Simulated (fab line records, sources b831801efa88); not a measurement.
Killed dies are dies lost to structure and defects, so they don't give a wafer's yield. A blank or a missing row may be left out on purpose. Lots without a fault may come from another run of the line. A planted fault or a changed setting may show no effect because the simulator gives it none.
Which tool did it? | flow gf180mcu | 12 lots, 36 wafers sampled, at 5 steps of a route of 602

WHAT THE GAUGES READ, wafer by wafer
GF_M4_CD_MEAS_14: target cd 280 nm.
lot  | measured     | on        | cd_nm (nm)
L525 | day 23 06:46 | cd_sem-02 | 281.5 281.7 281.5
L526 | day 23 15:05 | cd_sem-01 | 280.4 280.6 278.8
L527 | day 24 01:13 | cd_sem-01 | 280.6 280.4 280.0
L528 | day 24 11:37 | cd_sem-02 | 280.8 279.0 280.9
L529 | day 24 18:23 | cd_sem-02 | 279.2 279.3 280.8
L530 | day 25 03:52 | cd_sem-02 | 281.1 281.2 282.2
L531 | day 25 11:33 | cd_sem-01 | 280.7 280.5 281.4
L532 | day 25 21:33 | cd_sem-01 | 278.7 279.0 279.4
L533 | day 26 08:14 | cd_sem-01 | 282.1 283.4 282.7
L534 | day 26 15:11 | cd_sem-02 | 280.4 280.7 280.4
L542 | day 28 22:03 | cd_sem-01 | 275.2 275.5 275.8
L545 | day 29 17:09 | cd_sem-01 | 279.2 279.7 279.5

GF_V4_THK_MEAS_01.
lot  | measured     | on            | V4_CVD_00_THK (nm)
L525 | day 23 07:38 | film_metro-04 | 604 595 601
L526 | day 23 15:59 | film_metro-03 | 595 598 593
L527 | day 24 02:05 | film_metro-01 | 610 610 610
L528 | day 24 12:31 | film_metro-03 | 614 594 607
L529 | day 24 19:23 | film_metro-04 | 604 595 595
L530 | day 25 04:52 | film_metro-03 | 605 600 606
L531 | day 25 12:27 | film_metro-03 | 608 598 601
L532 | day 25 22:32 | film_metro-04 | 601 602 604
L533 | day 26 09:06 | film_metro-01 | 586 593 596
L534 | day 26 16:05 | film_metro-03 | 603 599 600
L542 | day 28 22:55 | film_metro-04 | 589 603 593
L545 | day 29 18:01 | film_metro-03 | 609 605 597

WHICH TOOL RAN EACH LOT (tool, then ch and the chambers of the sampled wafers, then the start)
lot  | GF_V3_SPUTTER_22             | GF_M4_SPUTTER_00             | GF_M4_SPUTTER_01
L525 | pvd_sputter-03, day 22 07:32 | pvd_sputter-01, day 22 08:10 | pvd_sputter-01, day 22 08:16
L526 | pvd_sputter-03, day 22 15:17 | pvd_sputter-03, day 22 15:55 | pvd_sputter-03, day 22 16:01
L527 | pvd_sputter-01, day 23 02:38 | pvd_sputter-02, day 23 03:16 | pvd_sputter-02, day 23 03:22
L528 | pvd_sputter-03, day 23 12:26 | pvd_sputter-01, day 23 13:04 | pvd_sputter-01, day 23 13:10
L529 | pvd_sputter-01, day 23 19:40 | pvd_sputter-02, day 23 20:18 | pvd_sputter-02, day 23 20:24
L530 | pvd_sputter-04, day 24 05:14 | pvd_sputter-01, day 24 05:52 | pvd_sputter-01, day 24 05:58
L531 | pvd_sputter-01, day 24 13:50 | pvd_sputter-02, day 24 14:28 | pvd_sputter-02, day 24 14:34
L532 | pvd_sputter-01, day 25 00:05 | pvd_sputter-03, day 25 00:44 | pvd_sputter-03, day 25 00:50
L533 | pvd_sputter-01, day 25 10:35 | pvd_sputter-01, day 25 11:14 | pvd_sputter-01, day 25 11:20
L534 | pvd_sputter-04, day 25 17:05 | pvd_sputter-01, day 25 17:43 | pvd_sputter-01, day 25 17:50
L542 | pvd_sputter-04, day 28 02:17 | pvd_sputter-01, day 28 02:56 | pvd_sputter-01, day 28 03:02
L545 | pvd_sputter-03, day 28 21:29 | pvd_sputter-03, day 28 22:07 | pvd_sputter-03, day 28 22:13
- GF_V3_SPUTTER_22: material TiN, target thk 10 nm, time 40 s.
- GF_M4_SPUTTER_00: material Ti, target thk 37.5 nm, time 150 s.
- GF_M4_SPUTTER_01: material TiN, target thk 30 nm, time 25 s.

WHAT THE TOOLS THEMSELVES READ (means of the sampled wafers that have a number; where no wafer has one, the mark that the record gives instead)
GF_V3_SPUTTER_22.
lot  | tool           | cathode_dc_power_W (W) | throttle_valve_pct (%)
L525 | pvd_sputter-03 | 4000.6                 | 30.5
L526 | pvd_sputter-03 | 3999.6                 | 30.1
L527 | pvd_sputter-01 | 4000.4                 | 29.6
L528 | pvd_sputter-03 | 4000.8                 | 30.3
L529 | pvd_sputter-01 | 4000.6                 | 29.2
L530 | pvd_sputter-04 | 3999.4                 | 30.7
L531 | pvd_sputter-01 | 4000.2                 | 29.7
L532 | pvd_sputter-01 | 4000.6                 | 30.1
L533 | pvd_sputter-01 | 3999.8                 | 29.5
L534 | pvd_sputter-04 | 4000.3                 | 29.7
L542 | pvd_sputter-04 | 4000.4                 | 30.4
L545 | pvd_sputter-03 | 4000.1                 | 30.1

GF_M4_SPUTTER_00.
lot  | tool           | cathode_dc_power_W (W) | throttle_valve_pct (%)
L525 | pvd_sputter-01 | 4000.0                 | 29.8
L526 | pvd_sputter-03 | 4000.3                 | 31.2
L527 | pvd_sputter-02 | 4000.3                 | 29.7
L528 | pvd_sputter-01 | 4000.3                 | 29.8
L529 | pvd_sputter-02 | 4000.2                 | 28.6
L530 | pvd_sputter-01 | 3999.9                 | 29.0
L531 | pvd_sputter-02 | 3999.5                 | 28.7
L532 | pvd_sputter-03 | 4000.3                 | 30.4
L533 | pvd_sputter-01 | 3999.5                 | 29.8
L534 | pvd_sputter-01 | 3999.5                 | 29.4
L542 | pvd_sputter-01 | 4000.2                 | 29.4
L545 | pvd_sputter-03 | 4000.0                 | 29.9

GF_M4_SPUTTER_01.
lot  | tool           | cathode_dc_power_W (W) | throttle_valve_pct (%)
L525 | pvd_sputter-01 | 6500.1                 | 29.7
L526 | pvd_sputter-03 | 6498.4                 | 31.1
L527 | pvd_sputter-02 | 6500.4                 | 29.8
L528 | pvd_sputter-01 | 6499.6                 | 29.6
L529 | pvd_sputter-02 | 6500.5                 | 28.7
L530 | pvd_sputter-01 | 6500.6                 | 29.1
L531 | pvd_sputter-02 | 6499.1                 | 28.6
L532 | pvd_sputter-03 | 6500.9                 | 30.2
L533 | pvd_sputter-01 | 6499.6                 | 30.0
L534 | pvd_sputter-01 | 6498.9                 | 29.3
L542 | pvd_sputter-01 | 6499.9                 | 29.3
L545 | pvd_sputter-03 | 6500.2                 | 30.1

THE ANSWER, worked out from the rows above alone
Rule: what is usual is taken from the lots themselves. Put in order of their means at a reading, lots are off if they are a third of the lots or fewer, leave a main group of 4 or more, and stand apart from it by a gap of 3 or more times the standard deviation of the main group's means; of several such gaps the widest counts. A main group whose means are all the same, to the digits that the tables above print for the reading, isn't used. A lot without any number at a reading at which 4 lots or more have one is off too. The other lots that the step has rows for count as sound. The gauges are gone through in route order, then the tools' own readings, and for those a lot's mean is taken as printed above. The first step at which some lot is off is used, and at that step the reading that is off furthest; a lot without a number counts as furthest.
Off: L542, at GF_M4_CD_MEAS_14 (cd_nm). The main group: mean 280.5 nm, standard deviation 1.
A tool fits if, at a process step before that reading, it ran every lot that is off, and no sound lot after the first of them. The gauges at GF_M4_CD_MEAS_14 are tried like those tools. Can't be told from this: 2 tools fit, pvd_sputter-04 at GF_V3_SPUTTER_22, pvd_sputter-01 at GF_M4_SPUTTER_00 and GF_M4_SPUTTER_01.

WHAT THE SIMULATOR HAD PUT IN
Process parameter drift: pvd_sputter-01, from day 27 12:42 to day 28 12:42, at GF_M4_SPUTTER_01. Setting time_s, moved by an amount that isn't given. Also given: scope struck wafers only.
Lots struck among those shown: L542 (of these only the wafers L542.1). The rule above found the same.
